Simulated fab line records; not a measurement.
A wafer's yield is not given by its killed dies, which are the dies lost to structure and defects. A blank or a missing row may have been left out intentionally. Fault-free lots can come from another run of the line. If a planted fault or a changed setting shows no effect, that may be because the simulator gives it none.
fab line records -- flow sky130
record lots=13, wafers=39, lastDay=50
route steps=708 shown SONOS_TUNNEL@162 LDD_HVN@274 RES_XHIGH@336 LI_CONTACT@364
lots that met no fault: taken from a fault-free run of the same line
startH: hours from the record's opening day to when the first of the lot's shown wafers began -- waitH: hours elapsed since this lot's preceding step -- " as in the row above -- L1.1+2: a row that stands for several wafers -- - no value present, or no start provided -- * or withheld: withheld -- < > ~ a bound
route shown NAME@n: NAME is a module with steps in the file, n the number in the route of the first one -- usual: mean and standard deviation over wafers with no fault -- same: alike in all rows -- chamber/n: place in a boat -- sites: per-site readings -- _std_site: standard deviation of those values -- _edge_site: mean of outer sites minus mean of inner sites -- radiusMm: for every site, how far away it sits from the centre of the wafer -- mask NAME#n: copy n -- behind: the most recent tool/chamber to have shaped the wafer -- hold: why the lot went on hold/how many hours it stayed there/how the hold came to an end -- device: the transistor (n, p or np) that didn't switch -- end of line: the tests these same wafers got at the end of their route -- a step given without rows: its recipe and nothing more -- killed: dies that structure and defects cost at the first sort, which is not the same as the wafer's yield -- map: per-die view of a wafer (x killed, . not killed, _ where there is no die)
set.NAME: the setting that was run; set.NAME@STEP: the one run at that earlier step -- model.NAME: the simulator's own value behind a step, which no gauge read
steps of the route over a sample of lots; a table a step, a row a wafer
services: when a tool's chamber went out of use (startH, in hours from the record's first day, below 0 if earlier), for how many hours, and the reason
## steps
# step SKY_SONOS_TUNNEL_OVL_MEAS_08
# usual SONOS_TUNNEL_OVL=0.0/1.3
lot.wafer,tool,chamber,startH,waitH,SONOS_TUNNEL_OVL[nm]
L731.4,overlay-01,-,246.27,0.1,-0.8
L731.5,overlay-01,-,246.27,0.1,-0.2
L731.6,overlay-01,-,246.27,0.1,0.1
L732.4,overlay-01,-,256.27,0.1,0.3
L732.5,overlay-01,-,256.27,0.1,1.3
L732.6,overlay-01,-,256.27,0.1,-0.4
L735.1,overlay-01,-,275.15,0.1,1.2
L735.2,overlay-01,-,275.15,0.1,2.6
L735.4,overlay-01,-,275.15,0.1,1.2
L736.2,overlay-02,-,286.85,0.1,-3.5
L736.3,overlay-02,-,286.85,0.1,0.0
L736.6,overlay-02,-,286.85,0.1,-2.0
L737.3,overlay-01,-,290.51,0.1,0.5
L737.4,overlay-01,-,290.51,0.1,0.3
L737.5,overlay-01,-,290.51,0.1,-1.0
L738.1,overlay-01,-,303.66,0.1,-0.8
L738.2,overlay-01,-,303.66,0.1,-1.0
L738.6,overlay-01,-,303.66,0.1,0.5
L742.1,overlay-02,-,332.09,0.1,1.8
L742.2,overlay-02,-,332.09,0.1,0.9
L742.6,overlay-02,-,332.09,0.1,1.1
L743.1,overlay-02,-,337.65,0.1,0.8
L743.3,overlay-02,-,337.65,0.1,1.7
L743.5,overlay-02,-,337.65,0.1,1.1
L748.1,overlay-01,-,389.85,0.1,-1.1
L748.2,overlay-01,-,389.85,0.1,-0.7
L748.5,overlay-01,-,389.85,0.1,0.2
L749.1,overlay-02,-,400.49,0.1,0.4
L749.3,overlay-02,-,400.49,0.1,2.5
L749.4,overlay-02,-,400.49,0.1,0.4
L750.1,overlay-01,-,401.11,0.1,-1.0
L750.4,overlay-01,-,401.11,0.1,0.1
L750.5,overlay-01,-,401.11,0.1,0.7
L752.1,overlay-01,-,433.64,0.1,0.7
L752.4,overlay-01,-,433.64,0.1,0.3
L752.5,overlay-01,-,433.64,0.1,1.7
L754.1,overlay-02,-,437.49,0.1,-1.2
L754.3,overlay-02,-,437.49,0.1,2.1
L754.5,overlay-02,-,437.49,0.1,1.6
# step SKY_LDD_HVN_OVL_MEAS_07
# usual LDD_HVN_OVL=0.0/1.4
lot.wafer,tool,chamber,startH,waitH,LDD_HVN_OVL[nm]
L731.4,overlay-01,-,472.25,0.1,-1.3
L731.5,overlay-01,-,472.25,0.1,-0.9
L731.6,overlay-01,-,472.25,0.1,0.2
L732.4,overlay-01,-,473.50,0.1,-1.8
L732.5,overlay-01,-,473.50,0.1,-0.9
L732.6,overlay-01,-,473.50,0.1,-1.2
L735.1,overlay-02,-,491.83,0.1,-1.1
L735.2,overlay-02,-,491.83,0.1,-1.2
L735.4,overlay-02,-,491.83,0.1,0.8
L736.2,overlay-02,-,509.16,0.1,0.0
L736.3,overlay-02,-,509.16,0.1,-1.8
L736.6,overlay-02,-,509.16,0.1,0.7
L737.3,overlay-02,-,515.05,0.1,1.4
L737.4,overlay-02,-,515.05,0.1,1.1
L737.5,overlay-02,-,515.05,0.1,1.9
L738.1,overlay-02,-,527.00,0.1,-1.0
L738.2,overlay-02,-,527.00,0.1,-0.7
L738.6,overlay-02,-,527.00,0.1,-2.3
L742.1,overlay-01,-,554.50,0.1,-0.4
L742.2,overlay-01,-,554.50,0.1,-1.7
L742.6,overlay-01,-,554.50,0.1,-2.2
L743.1,overlay-01,-,560.43,0.1,0.7
L743.3,overlay-01,-,560.43,0.1,1.0
L743.5,overlay-01,-,560.43,0.1,0.5
L748.1,overlay-01,-,622.13,0.1,0.4
L748.2,overlay-01,-,622.13,0.1,1.3
L748.5,overlay-01,-,622.13,0.1,2.3
L750.1,overlay-01,-,626.42,0.1,0.2
L750.4,overlay-01,-,626.42,0.1,-0.7
L750.5,overlay-01,-,626.42,0.1,-0.2
L749.1,overlay-02,-,626.90,0.1,1.4
L749.3,overlay-02,-,626.90,0.1,-1.6
L749.4,overlay-02,-,626.90,0.1,0.7
L752.1,overlay-02,-,661.85,0.1,0.3
L752.4,overlay-02,-,661.85,0.1,-0.1
L752.5,overlay-02,-,661.85,0.1,1.1
L754.1,overlay-02,-,662.38,0.1,0.9
L754.3,overlay-02,-,662.38,0.1,-1.0
L754.5,overlay-02,-,662.38,0.1,0.6
# step SKY_RES_XHIGH_EXPOSE_04
# recipe maskId=URPM, na=0.6, sourceShape=conventional, sigmaOuter=0.6, polarization=unpolarized, targetCdNm=1270, doseMj=140
# usual reticleTempC=22.99/0.1
lot.wafer,tool,chamber,startH,waitH,mask,reticleTempC
L731.4,ilineStepper-02,0,611.67,-,URPM#0,23.14
L731.5,ilineStepper-02,0,611.67,-,URPM#0,23.08
L731.6,ilineStepper-02,0,611.67,-,URPM#0,23.20
L732.4,ilineStepper-02,0,615.59,-,URPM#0,22.90
L732.5,ilineStepper-02,0,615.59,-,URPM#0,22.97
L732.6,ilineStepper-02,0,615.59,-,URPM#0,22.78
L735.1,ilineStepper-02,0,632.48,-,URPM#0,23.03
L735.2,ilineStepper-02,0,632.48,-,URPM#0,23.02
L735.4,ilineStepper-02,0,632.48,-,URPM#0,23.07
L736.2,ilineStepper-01,0,639.71,-,URPM#0,22.93
L736.3,ilineStepper-01,0,639.71,-,URPM#0,22.87
L736.6,ilineStepper-01,0,639.71,-,URPM#0,23.13
L737.3,ilineStepper-01,0,649.06,-,URPM#0,23.00
L737.4,ilineStepper-01,0,649.06,-,URPM#0,22.93
L737.5,ilineStepper-01,0,649.06,-,URPM#0,22.99
L738.1,ilineStepper-01,0,656.48,-,URPM_R1#0,22.99
L738.2,ilineStepper-01,0,656.48,-,URPM_R1#0,22.97
L738.6,ilineStepper-01,0,656.48,-,URPM_R1#0,23.00
L742.1,ilineStepper-01,0,692.06,-,URPM#0,22.90
L742.2,ilineStepper-01,0,692.06,-,URPM#0,22.95
L742.6,ilineStepper-01,0,692.06,-,URPM#0,22.92
L743.1,ilineStepper-01,0,694.56,-,URPM#0,22.96
L743.3,ilineStepper-01,0,694.56,-,URPM#0,22.99
L743.5,ilineStepper-01,0,694.56,-,URPM#0,23.12
L748.1,ilineStepper-01,0,750.08,-,URPM#0,22.82
L748.2,ilineStepper-01,0,750.08,-,URPM#0,22.90
L748.5,ilineStepper-01,0,750.08,-,URPM#0,22.83
L750.1,ilineStepper-02,0,755.00,-,URPM#0,22.88
L750.4,ilineStepper-02,0,755.00,-,URPM#0,23.02
L750.5,ilineStepper-02,0,755.00,-,URPM#0,23.11
L749.1,ilineStepper-02,0,756.28,-,URPM#0,23.04
L749.3,ilineStepper-02,0,756.28,-,URPM#0,22.97
L749.4,ilineStepper-02,0,756.28,-,URPM#0,22.96
L752.1,ilineStepper-01,0,788.61,-,URPM#0,22.92
L752.4,ilineStepper-01,0,788.61,-,URPM#0,22.95
L752.5,ilineStepper-01,0,788.61,-,URPM#0,23.03
L754.1,ilineStepper-01,0,790.27,-,URPM#0,23.09
L754.3,ilineStepper-01,0,790.27,-,URPM#0,23.17
L754.5,ilineStepper-01,0,790.27,-,URPM#0,22.97
# step SKY_LI_CONTACT_CMP_02
# recipe material=PSG, downForcePsi=4, platenRpm=60, padVelocityMS=0.94248
# usual headPressurePsi=4.002/0.0094, motorCurrentA=12.6/1.1, timeToEndpointS=31.4/2.1
lot.wafer,tool,chamber,startH,waitH,headPressurePsi,motorCurrentA,timeToEndpointS
L731.4,cmp-01,1,654.53,0.2,4.008,13.5,31.1
L731.6,cmp-01,2,654.53,0.2,4.011,13.8,32.3
L731.5,cmp-01,3,654.53,0.2,3.999,12.9,29.8
L732.4,cmp-02,1,657.58,0.2,4.003,12.2,34.6
L732.5,cmp-02,2,657.58,0.2,4.002,13.3,33.4
L732.6,cmp-02,3,657.58,0.2,3.996,11.3,34.8
L735.2,cmp-02,1,677.90,0.0,4.017,12.5,28.4
L735.4,cmp-02,2,677.90,0.0,4.010,13.2,28.0
L735.1,cmp-02,3,677.90,0.0,4.009,10.5,29.4
L736.2,cmp-01,2,683.45,0.1,4.003,13.8,31.3
L736.3,cmp-01,3,683.45,0.1,4.000,12.7,29.8
L736.6,cmp-01,0,683.45,0.1,4.014,11.4,29.6
L737.4,cmp-02,2,690.21,0.0,4.006,14.1,28.7
L737.3,cmp-02,3,690.21,0.0,3.998,11.6,30.2
L737.5,cmp-02,2,690.21,0.0,4.010,13.5,28.7
L738.1,cmp-01,2,699.65,0.1,4.019,14.0,31.8
L738.2,cmp-01,0,699.65,0.1,4.006,12.7,32.6
L738.6,cmp-01,1,699.65,0.1,4.002,13.8,29.1
L742.2,cmp-02,1,735.00,0.1,3.993,13.2,30.4
L742.1,cmp-02,3,735.00,0.1,4.001,12.0,32.5
L742.6,cmp-02,1,735.00,0.1,4.000,12.6,32.6
L743.1,cmp-01,2,737.88,0.1,4.009,15.1,36.4
L743.3,cmp-01,0,737.88,0.1,3.998,11.9,33.6
L743.5,cmp-01,2,737.88,0.1,4.010,15.2,37.1
L748.1,cmp-02,2,792.36,0.1,4.002,13.4,30.6
L748.2,cmp-02,0,792.36,0.1,4.013,10.8,30.1
L748.5,cmp-02,3,792.36,0.1,4.004,11.6,30.3
L750.1,cmp-01,3,796.68,0.1,4.002,12.7,30.1
L750.4,cmp-01,0,796.68,0.1,3.996,12.0,30.2
L750.5,cmp-01,3,796.68,0.1,3.997,12.5,32.5
L749.1,cmp-01,1,798.10,0.1,3.993,13.5,31.9
L749.3,cmp-01,3,798.10,0.1,3.996,12.7,31.9
L749.4,cmp-01,0,798.10,0.1,4.003,12.4,30.9
L752.1,cmp-02,3,828.17,0.1,4.007,11.1,29.4
L752.4,cmp-02,1,828.17,0.1,3.998,12.4,34.1
L752.5,cmp-02,0,828.17,0.1,3.978,10.9,31.5
L754.1,cmp-02,2,829.20,0.1,3.995,13.1,31.5
L754.3,cmp-02,3,829.20,0.1,3.997,11.3,30.2
L754.5,cmp-02,0,829.20,0.1,4.013,10.5,30.5
## services
tool,chamber,startH,hours,kind
ilineStepper-01,-,593.37,11.7,repair
ilineStepper-01,-,599.30,-,calibration
ilineStepper-01,-,605.93,5.9,repair
ilineStepper-01,-,611.80,4.3,pm
cmp-01,-,624.30,8.1,pm
ilineStepper-01,0,624.82,-,calibration
cmp-01,-,632.41,9.4,pm
cmp-02,-,641.83,6.4,pm
cmp-01,-,643.03,0.3,repair
cmp-02,-,648.24,5.3,pm
cmp-02,-,691.23,1.5,repair
cmp-01,-,704.83,1.7,repair
cmp-01,-,711.12,0.5,repair
ilineStepper-01,-,715.49,1.7,pm
cmp-02,-,723.58,0.4,repair
cmp-02,-,729.09,0.8,repair
cmp-01,-,744.24,4.0,pm
cmp-01,-,748.24,-,consumableReplace:conditioner
cmp-01,-,748.24,-,consumableReplace:pad
ilineStepper-01,-,756.22,12.9,repair
cmp-02,-,769.08,4.0,repair
ilineStepper-02,-,769.13,1.7,pm
cmp-02,-,803.72,0.6,repair
ilineStepper-02,-,818.12,2.1,pm
## key
firstSign step=SKY_RES_XHIGH_EXPOSE_04, reading=mask, direction=changed
effect none on later readings
metAt SKY_RES_XHIGH_EXPOSE_04
struckLots L738
sortLeftOut L738.1,L738.2,L738.6
testerLeftOut L738
notActingAt SKY_SONOS_TUNNEL_OVL_MEAS_08,SKY_LDD_HVN_OVL_MEAS_07,SKY_LI_CONTACT_CMP_02
onsetBetween 649.06 656.48
fault kind=wrongMask, tool=any, chamber=-, onsetH=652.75, steps=SKY_RES_XHIGH_EXPOSE_04, auxCopy=URPM_R1#0, cdOffsetNm=190, scope=struckLotsOnly
# testerLeftOut: of these lots the tester's yield and bins aren't shown, on N5 and GAA mostly nor the transistor test; their killed dies are dies lost to structure and defects alone, not to doping, threshold or leakage, so they don't give the yield
# sortLeftOut: the simulated sort isn't trusted on such a fault, so these wafers' sort isn't shown, and their yield isn't known
